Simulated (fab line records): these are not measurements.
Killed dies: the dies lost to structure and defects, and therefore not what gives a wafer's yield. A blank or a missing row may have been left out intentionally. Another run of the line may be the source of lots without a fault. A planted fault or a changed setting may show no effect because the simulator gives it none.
Problem report, 8D (eight disciplines) form, completed by code | flow gf180mcu | the parts of the form that need people (team, actions taken, sign-off) are left out

== 1. THE ISSUE ==
At GF_MIM_METAL_ETCH_19, rfFwdPowerW averages 920 W over 6 wafers from 2 lots, while fault-free wafers read 793 W, standard deviation 3.2. Relative to the usual mean, that is a shift of +40 standard deviations.
The step: etches the open film in Cl2/BCl3, stops on Si3N4, target depth 324.5 nm, time 54.1 s.
Seen first at day 27 00:10 on rieMetal-03, wafer L951.2. At this step, 33 wafers from 11 lots have a number in the record. Rule for "out", or "out of limits": more than 4 standard deviations from the usual mean. Any other wafer with a number is counted as sound.

== 2. WHAT IT IS, WHAT IT ISN'T ==
question                    | is                     | is not
which readings at this step | rfFwdPowerW            | drypumpMotorCurrentA, oesProductAu, throttleValvePct
which lots                  | L951, L952             | L948, L949, L950, L953, L962, L963, L965, L967, L969
which wafers of those lots  | all that have a number | -
read on which tools         | rieMetal-03            | rieMetal-01, rieMetal-02
when                        | from day 27 00:10      | up to then (9 sound wafers); but 18 sound wafers of L953, L962, L963, L965, L967, L969 came after

== 3. WHAT RULES OUT EACH SUSPECT ==
Counting: a tool stays on the suspect list if, at a process step up to the reading, it processed all lots that are out and no sound lot following the first of them.
- rieMetal-03 at GF_MIM_METAL_ETCH_19 (etches the open film in Cl2/BCl3, stops on Si3N4, target depth 324.5 nm, time 54.1 s): ruled out as a lasting fault. Sound lots L962, L969 ran on it after its first lot that is out, L951 (day 27 00:10).
Left after counting: nothing in the record.

== 4. THE CAUSE (what the simulator had put in) ==
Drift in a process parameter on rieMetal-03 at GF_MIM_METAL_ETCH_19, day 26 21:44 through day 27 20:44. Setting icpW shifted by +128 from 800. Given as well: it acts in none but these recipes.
Counting ruled it out, wrongly.

== 5. THE EFFECT CHAIN, in route order ==
Rows list readings where the struck wafers' mean (over those with a number) sits beyond 3 standard deviations from the usual. Scope: only readings with a usual standard deviation given in the record; hours: median across lots of the time from each lot's start at the first step in this table that gives one to its start at this step; sigmas: change in usual standard deviations.
hours | step                 | reading              | usual   | on struck wafers | change | sigmas
0     | GF_MIM_METAL_ETCH_19 | rfFwdPowerW          | 793 W   | 920              | +127   | +40
0     | GF_MIM_STRIP_20      | stripTimeToEndpointS | 11.20 s | 11.01            | -0.19  | -4.7
Here are the process steps it includes:
- GF_MIM_METAL_ETCH_19: etches the open film in Cl2/BCl3, stops on Si3N4, target depth 324.5 nm, time 54.1 s.
- GF_MIM_STRIP_20: strips in O2/N2.

== 6. HOW IT WOULD HAVE BEEN CAUGHT EARLIER ==
First out-of-limits reading in this record: day 27 00:10, which is 2 hours after fault onset at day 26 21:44.
